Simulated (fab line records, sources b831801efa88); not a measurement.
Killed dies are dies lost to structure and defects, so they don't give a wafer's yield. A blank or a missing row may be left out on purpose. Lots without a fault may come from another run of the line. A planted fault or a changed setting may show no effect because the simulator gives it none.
fab line records | flow sky130
record lots=15 wafers=45 last_day=50
route steps=708 shown SD_N@346 LI_CONTACT@383 CONTACT@421 METAL1@450
lots that met no fault: from a run of the same line without faults
start_h: hours from the record's first day to the start of the lot's first wafer shown | wait_h: hours since the lot's step before | " the same as in the row above | L1.1+2: a row that stands for several wafers | - no value, or no start given | * or withheld: withheld | < > ~ a bound
route shown NAME@n: a module of which the file shows steps, and the number in the route of the first | usual: mean/standard deviation of fault-free wafers | same: alike in all rows | chamber/n: place in a boat | sites: the reading at each site | _std_site: their standard deviation | _edge_site: outer sites' mean less inner sites' | radius_mm: how far each site lies from the wafer's centre | mask NAME#n: copy n | behind: the tool/chamber that last shaped the wafer | hold: why the lot was held/for how many hours/how that ended | device: the transistor (n, p or np) that didn't switch | end of line: the same wafers' tests at the end of the route | a step without rows: its recipe alone | killed: dies lost to structure and defects at the first sort, not the wafer's yield | map: a wafer's dies, x killed, . not, _ none there
set.NAME: the setting as run; set.NAME@STEP: as run at that earlier step | model.NAME: the simulator's own value behind a step, which no gauge read
steps of the route over a sample of lots; a table a step, a row a wafer
services: from which hour (start_h, from the record's first day; less than 0 if before it) a tool's chamber was out of use, for how many hours, and why
## steps
# step SKY_SD_N_EXPOSE_04
# recipe mask_id=NSDM na=0.6 source_shape=conventional sigma_outer=0.6 polarization=unpolarized target_cd_nm=380 dose_mj=141
# usual exposure_dose_mJ_cm2=140.97/0.15 focus_offset_nm=0.0/0.5 reticle_temp_C=22.98/0.095 sigma_outer=0.6/0
# columns lot.wafer tool chamber start_h wait_h mask exposure_dose_mJ_cm2 focus_offset_nm reticle_temp_C sigma_outer
L434.3 iline_stepper-02 0 631.25 - NSDM#0 140.85 -0.6 23.06 0.6
L434.5 " 0 " " NSDM#0 140.71 -0.1 22.96 0.6
L434.6 " 0 " " NSDM#0 140.80 -0.2 22.87 0.6
L435.2 iline_stepper-01 0 636.21 - NSDM#0 141.07 -0.6 22.98 0.6
L435.3 " 0 " " NSDM#0 140.93 -0.3 22.92 0.6
L435.6 " 0 " " NSDM#0 140.87 -0.5 22.93 0.6
L437.2 iline_stepper-01 0 675.38 - NSDM#0 141.39 -0.2 23.06 0.6
L437.3 " 0 " " NSDM#0 141.27 0.9 22.95 0.6
L437.4 " 0 " " NSDM#0 141.22 0.5 22.92 0.6
L439.2 iline_stepper-02 0 692.51 - NSDM#0 141.06 0.7 22.88 0.6
L439.3 " 0 " " NSDM#0 141.03 -0.2 22.98 0.6
L439.5 " 0 " " NSDM#0 140.88 -0.3 23.09 0.6
L441.1 iline_stepper-01 0 696.10 - NSDM#0 141.09 -0.4 23.13 0.6
L441.4 " 0 " " NSDM#0 140.96 0.2 22.95 0.6
L441.6 " 0 " " NSDM#0 141.12 0.1 22.99 0.6
L446.1 iline_stepper-01 0 731.77 - NSDM#0 141.07 -0.4 23.02 0.6
L446.4 " 0 " " NSDM#0 141.26 1.1 23.03 0.6
L446.6 " 0 " " NSDM#0 141.08 1.0 23.14 0.6
L447.2 iline_stepper-01 - 739.16 - NSDM#0 - - - -
L447.4 " - " " NSDM#0 - - - -
L447.6 " - " " NSDM#0 - - - -
L448.2 iline_stepper-01 - 750.18 - NSDM#0 - - - -
L448.3 " - " " NSDM#0 - - - -
L448.6 " - " " NSDM#0 - - - -
L449.2 iline_stepper-02 - 757.01 - NSDM#0 - - - -
L449.3 " - " " NSDM#0 - - - -
L449.5 " - " " NSDM#0 - - - -
L452.1 iline_stepper-02 0 777.34 - NSDM#0 140.82 -0.2 22.97 0.6
L452.2 " 0 " " NSDM#0 140.93 0.0 22.87 0.6
L452.6 " 0 " " NSDM#0 140.84 0.1 23.01 0.6
L453.3 iline_stepper-02 0 782.15 - NSDM#0 140.97 0.0 23.09 0.6
L453.4 " 0 " " NSDM#0 141.17 0.3 22.95 0.6
L453.5 " 0 " " NSDM#0 140.94 -0.4 22.93 0.6
L454.3 iline_stepper-02 0 785.00 - NSDM#0 141.03 0.3 22.90 0.6
L454.4 " 0 " " NSDM#0 140.93 0.4 22.99 0.6
L454.5 " 0 " " NSDM#0 141.20 0.4 22.83 0.6
L455.1 iline_stepper-02 0 794.31 - NSDM#0 140.94 0.3 22.98 0.6
L455.2 " 0 " " NSDM#0 140.83 0.2 22.87 0.6
L455.5 " 0 " " NSDM#0 140.91 0.7 22.81 0.6
L456.2 iline_stepper-01 0 817.75 - NSDM#0 140.74 0.2 22.92 0.6
L456.5 " 0 " " NSDM#0 140.89 0.1 23.08 0.6
L456.6 " 0 " " NSDM#0 140.87 0.3 23.03 0.6
L457.1 iline_stepper-01 0 819.36 - NSDM#0 140.87 -0.3 23.05 0.6
L457.2 " 0 " " NSDM#0 140.93 -0.1 23.13 0.6
L457.6 " 0 " " NSDM#0 140.75 -0.8 23.04 0.6
# step SKY_LI_CONTACT_CVD_21
# recipe material=W target_thk_nm=400 time_s=120.56 temp_c=400 pressure_torr=40
# usual heater_power_w=795/100
# columns lot.wafer tool chamber start_h wait_h heater_power_w since_wet_clean_h
L434.3 cvd_w-01 1 675.52 0.1 946 -
L434.5 " 1 " " 972 -
L434.6 " 0 " " 757 -
L435.2 cvd_w-01 0 680.95 0.0 757 777
L435.3 " 0 " " 734 -
L435.6 " 1 " " 979 -
L437.2 cvd_w-02 0 719.07 0.0 707 315
L437.3 " 1 " " 748 -
L437.4 " 0 " " 701 -
L439.2 cvd_w-01 0 735.72 0.0 757 832
L439.3 " 1 " " 991 -
L439.5 " 1 " " 966 -
L441.1 cvd_w-01 0 740.22 0.0 777 836
L441.4 " 0 " " 761 -
L441.6 " 0 " " 755 -
L446.1 cvd_w-02 0 773.96 0.0 729 370
L446.4 " 1 " " 740 -
L446.6 " 0 " " 704 -
L447.2 cvd_w-02 0 782.26 0.0 704 378
L447.4 " 1 " " 764 -
L447.6 " 1 " " 729 -
L448.2 cvd_w-01 0 792.47 0.0 750 888
L448.3 " 1 " " 973 -
L448.6 " 0 " " 742 -
L449.2 cvd_w-02 1 799.67 0.0 735 396
L449.3 " 0 " " 737 -
L449.5 " 1 " " 755 -
L452.1 cvd_w-01 1 819.50 0.0 975 916
L452.2 " 0 " " 757 916
L452.6 " 0 " " 753 -
L453.3 cvd_w-02 1 823.12 0.1 751 -
L453.4 " 0 " " 715 -
L453.5 " 1 " " 707 -
L454.3 cvd_w-02 0 826.74 0.1 723 -
L454.4 " 1 " " 754 -
L454.5 " 1 " " 752 -
L455.1 cvd_w-01 0 836.76 0.0 753 933
L455.2 " 0 " " 761 -
L455.5 " 0 " " 753 -
L456.2 cvd_w-01 0 860.31 0.0 747 956
L456.5 " 0 " " 752 -
L456.6 " 1 " " 977 -
L457.1 cvd_w-01 1 861.57 0.0 943 958
L457.2 " 0 " " 746 958
L457.6 " 1 " " 959 -
# step SKY_CONTACT_OVL_MEAS_15
# usual CONTACT_OVL=1/5.5
# columns lot.wafer tool chamber start_h wait_h CONTACT_OVL[nm]
L434.3 overlay-02 - 732.24 0.1 3
L434.5 " - " " 0
L434.6 " - " " -6
L435.2 overlay-02 - 739.97 0.1 -1
L435.3 " - " " -3
L435.6 " - " " -1
L437.2 overlay-01 - 774.52 0.1 10
L437.3 " - " " 4
L437.4 " - " " 0
L439.2 overlay-01 - 792.44 0.1 1
L439.3 " - " " 9
L439.5 " - " " 2
L441.1 overlay-02 - 795.31 0.1 -4
L441.4 " - " " -7
L441.6 " - " " -3
L446.1 overlay-02 - 828.26 0.1 -8
L446.4 " - " " -6
L446.6 " - " " -3
L447.2 overlay-01 - 836.49 0.1 9
L447.4 " - " " 9
L447.6 " - " " 5
L448.2 overlay-01 - 849.37 0.1 1
L448.3 " - " " 2
L448.6 " - " " -1
L449.2 overlay-02 - 854.54 0.1 -1
L449.3 " - " " -5
L449.5 " - " " -6
L452.1 overlay-01 - 875.31 0.1 -9
L452.2 " - " " -6
L452.6 " - " " -3
L453.3 overlay-02 - 878.02 0.1 -1
L453.4 " - " " -2
L453.5 " - " " -1
L454.3 overlay-01 - 881.64 0.1 -2
L454.4 " - " " 1
L454.5 " - " " -3
L455.1 overlay-02 - 890.88 0.1 6
L455.2 " - " " 2
L455.5 " - " " 4
L456.2 overlay-01 - 914.57 0.1 5
L456.5 " - " " 6
L456.6 " - " " 10
L457.1 overlay-01 - 915.21 0.1 2
L457.2 " - " " -4
L457.6 " - " " -3
# step SKY_METAL1_OVL_MEAS_16
# usual METAL1_OVL=-1/5.3
# columns lot.wafer tool chamber start_h wait_h METAL1_OVL[nm]
L434.3 overlay-02 - 761.35 0.1 2
L434.5 " - " " 4
L434.6 " - " " 3
L435.2 overlay-01 - 768.92 0.1 2
L435.3 " - " " 1
L435.6 " - " " 3
L437.2 overlay-02 - 803.42 0.1 -1
L437.3 " - " " 0
L437.4 " - " " 0
L439.2 overlay-01 - 821.22 0.1 -7
L439.3 " - " " 2
L439.5 " - " " -8
L441.1 overlay-01 - 822.81 0.1 6
L441.4 " - " " 5
L441.6 " - " " 6
L446.1 overlay-02 - 856.78 0.1 -12
L446.4 " - " " -5
L446.6 " - " " -15
L447.2 overlay-02 - 864.59 0.1 -1
L447.4 " - " " -5
L447.6 " - " " -3
L448.2 overlay-02 - 877.76 0.1 -12
L448.3 " - " " -12
L448.6 " - " " -6
L449.2 overlay-02 - 882.14 0.1 0
L449.3 " - " " -3
L449.5 " - " " -4
L452.1 overlay-01 - 903.01 0.1 3
L452.2 " - " " 1
L452.6 " - " " 2
L453.3 overlay-02 - 905.34 0.1 -3
L453.4 " - " " -3
L453.5 " - " " 0
L454.3 overlay-01 - 908.50 0.1 -4
L454.4 " - " " 3
L454.5 " - " " -2
L455.1 overlay-01 - 917.56 0.1 -2
L455.2 " - " " -6
L455.5 " - " " -1
L456.2 overlay-01 - 940.54 0.1 -1
L456.5 " - " " -3
L456.6 " - " " -8
L457.1 overlay-02 - 941.69 0.1 -4
L457.2 " - " " 4
L457.6 " - " " 0
## services
# columns tool chamber start_h hours kind
iline_stepper-01 - 612.98 4.4 pm
iline_stepper-02 - 673.51 18.8 repair
iline_stepper-02 - 694.58 1.7 pm
cvd_w-01 - 753.15 0.8 repair
iline_stepper-01 - 798.00 1.7 pm
iline_stepper-01 - 813.81 2.1 pm
iline_stepper-01 - 815.89 - consumable_replace:lamp
cvd_w-01 1 829.81 10.7 repair
## key
first_sign step=SKY_SD_N_EXPOSE_04 reading=tool_record direction=missing
effect none on later readings
met_at SKY_SD_N_EXPOSE_04
struck_lots L447,L448,L449
sort_left_out L447.2,L447.4,L447.6,L448.2,L448.3,L448.6,L449.2,L449.3,L449.5
tester_left_out L447,L448,L449
not_acting_at SKY_LI_CONTACT_CVD_21,SKY_CONTACT_OVL_MEAS_15,SKY_METAL1_OVL_MEAS_16
onset_between 731.77 739.16
fault kind=skipped_step_whole tool=iline_stepper-01,iline_stepper-02 chamber=- onset_h=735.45 steps=SKY_SD_N_EXPOSE_04 scope=struck_lots_only
# tester_left_out: of these lots the tester's yield and bins aren't shown, on N5 and GAA mostly nor the transistor test; their killed dies are dies lost to structure and defects alone, not to doping, threshold or leakage, so they don't give the yield
# sort_left_out: the simulated sort isn't trusted on such a fault, so these wafers' sort isn't shown, and their yield isn't known
